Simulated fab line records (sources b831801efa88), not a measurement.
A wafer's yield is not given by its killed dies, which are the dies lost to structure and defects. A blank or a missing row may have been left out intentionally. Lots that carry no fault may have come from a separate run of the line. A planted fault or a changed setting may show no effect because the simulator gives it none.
Which of the tools did it? || flow sfq_line || 7 lots (21 wafers sampled), 1 step of a 325-step route

== WHAT THE GAUGES READ, wafer by wafer ==
SFQ_I0_BOW_MEAS_907.
{"lot": "L370", "measured": "day 12 12:22", "on": "film_metro-01", "I0_BOW (um)": "7 7 8"}
{"lot": "L373", "measured": "day 14 01:39", "on": "film_metro-02", "I0_BOW (um)": "6 -1 10"}
{"lot": "L376", "measured": "day 15 03:53", "on": "film_metro-02", "I0_BOW (um)": "-1 -14 6"}
{"lot": "L379", "measured": "day 16 04:05", "on": "film_metro-04", "I0_BOW (um)": "3 3 7"}
{"lot": "L383", "measured": "day 17 14:59", "on": "film_metro-02", "I0_BOW (um)": "1 3 14"}
{"lot": "L385", "measured": "day 18 06:24", "on": "film_metro-04", "I0_BOW (um)": "1 -4 -11"}
{"lot": "L391", "measured": "day 20 18:49", "on": "film_metro-02", "I0_BOW (um)": "-6 -12 -3"}

== WHAT TOOL EACH LOT RAN ON (gives the tool, then ch and the chambers of the sampled wafers, and finally the start) ==
The record shows no process step preceding these readings.

== THE ANSWER, worked out from the rows above alone ==
Rule: the usual values come from the lots themselves. Put in order of their means at a reading, lots are off if they are a third of the lots or fewer, leave a main group of 4 or more, and stand apart from it by a gap of 3 or more times the standard deviation of the main group's means; of several such gaps the widest counts. A main group whose means are all the same, to the digits that the tables above print for the reading, isn't used. A lot without any number at a reading at which 4 lots or more have one is off too. Any other lot the step has rows for is counted as sound.
Nothing can be told from this: no lot is off at any reading shown.

== WHAT THE SIMULATOR PUT IN ==
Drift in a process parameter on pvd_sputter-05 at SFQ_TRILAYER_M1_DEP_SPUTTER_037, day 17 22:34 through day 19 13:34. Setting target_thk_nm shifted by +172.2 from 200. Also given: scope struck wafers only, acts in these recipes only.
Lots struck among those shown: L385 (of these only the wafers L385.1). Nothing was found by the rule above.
